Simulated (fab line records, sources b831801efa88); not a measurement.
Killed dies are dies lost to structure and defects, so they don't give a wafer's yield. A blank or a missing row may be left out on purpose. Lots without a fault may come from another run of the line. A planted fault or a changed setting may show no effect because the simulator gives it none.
Problem report in the 8D (eight disciplines) form, filled by code | flow gf180mcu | the parts of the form that need people (team, actions taken, sign-off) are left out

1. THE PROBLEM
time_to_endpoint_s at GF_V1_CMP_04 reads a mean of 21 s on 1 wafer of 1 lot; wafers without a fault read 79 s with a standard deviation of 4.4. That is -13 standard deviations from the usual mean.
The step: polishes SiO2.
First seen on wafer L563.5, day 20 02:38, on cmp-01. The record holds 15 wafers of 5 lots with a number at this step. Rule for "out", or "out of limits": more than 4 standard deviations from the usual mean. The other wafers with a number count as sound.

2. WHAT IT IS AND WHAT IT IS NOT
question                    | is                 | is not
which readings at this step | time_to_endpoint_s | motor_current_A, slurry_flow_ml_min
which lots                  | L563               | L558, L575, L578, L580
which wafers of those lots  | L563.5             | L563.2, L563.4
read on which tools         | cmp-01             | cmp-02
when                        | from day 20 02:38  | up to then (5 sound wafers); but 9 sound wafers of L575, L578, L580 came after

3. SUSPECTS, AND WHAT RULES EACH OUT
Counting: a tool at a process step up to the reading stays a suspect if it ran every lot that is out. Sound lots after the first of them don't rule it out here, since some wafers of a struck lot are sound.
- rie_metal-01 at GF_M1_METAL_ETCH_16 (etches the open film in Cl2/BCl3, stops on SiO2, target depth 750.8 nm, time 125.1 s): kept. It ran the lot that is out, L563 (day 20 01:38).
- cmp-01 at GF_V1_CMP_04 (polishes SiO2): kept. It ran the lot that is out, L563 (day 20 02:38); its last sound lot up to then is L558 (day 17 15:02). Its own readings are out on those wafers: time_to_endpoint_s.
- Within cmp-01 at GF_V1_CMP_04: the wafers that are out ran in chamber 0; their sound lot-mates ran in chambers 1, 3.
Left after counting: rie_metal-01 at GF_M1_METAL_ETCH_16, cmp-01 at GF_V1_CMP_04.

4. THE CAUSE (what the simulator had put in)
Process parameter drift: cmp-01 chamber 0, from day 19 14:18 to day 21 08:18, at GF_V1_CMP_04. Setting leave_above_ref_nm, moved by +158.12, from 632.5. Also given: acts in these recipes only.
Counting left 2 suspects, and this tool is among them.

5. THE CHAIN OF EFFECTS, in route order
Each row: a reading whose mean over the struck wafers that have a number lies more than 3 standard deviations from the usual. Only readings for which the record gives a usual standard deviation are gone through. hours: the time from each lot's start at the first step in this table that gives one to its start at this step, as a median over the lots. sigmas: the change in usual standard deviations.
hours | step          | reading            | usual      | on struck wafers | change | sigmas
0     | GF_V1_CMP_04  | time_to_endpoint_s | 79 s       | 21               | -58    | -13
-     | GF_V1_ETCH_17 | oes_product_au     | 0.855 a.u. | 0.969            | +0.114 | +23
The process steps in it:
- GF_V1_CMP_04: polishes SiO2.
- GF_V1_ETCH_17: etches SiO2 in C4F8/O2/Ar, stops on TiN, target depth 630 nm.
Later measuring or inspecting steps at which every struck wafer that the step has a row for has a number for every such reading, and none has moved that far: GF_V1_BOW_MEAS_05, GF_V1_CD_MEAS_14, GF_V1_OVL_MEAS_15, GF_V1_RS_MEAS_24, GF_V1_THK_MEAS_25.

6. WHAT WOULD HAVE CAUGHT IT SOONER
In this record the first reading out of limits was taken at day 20 02:38, 12 hours after the fault began at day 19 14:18.
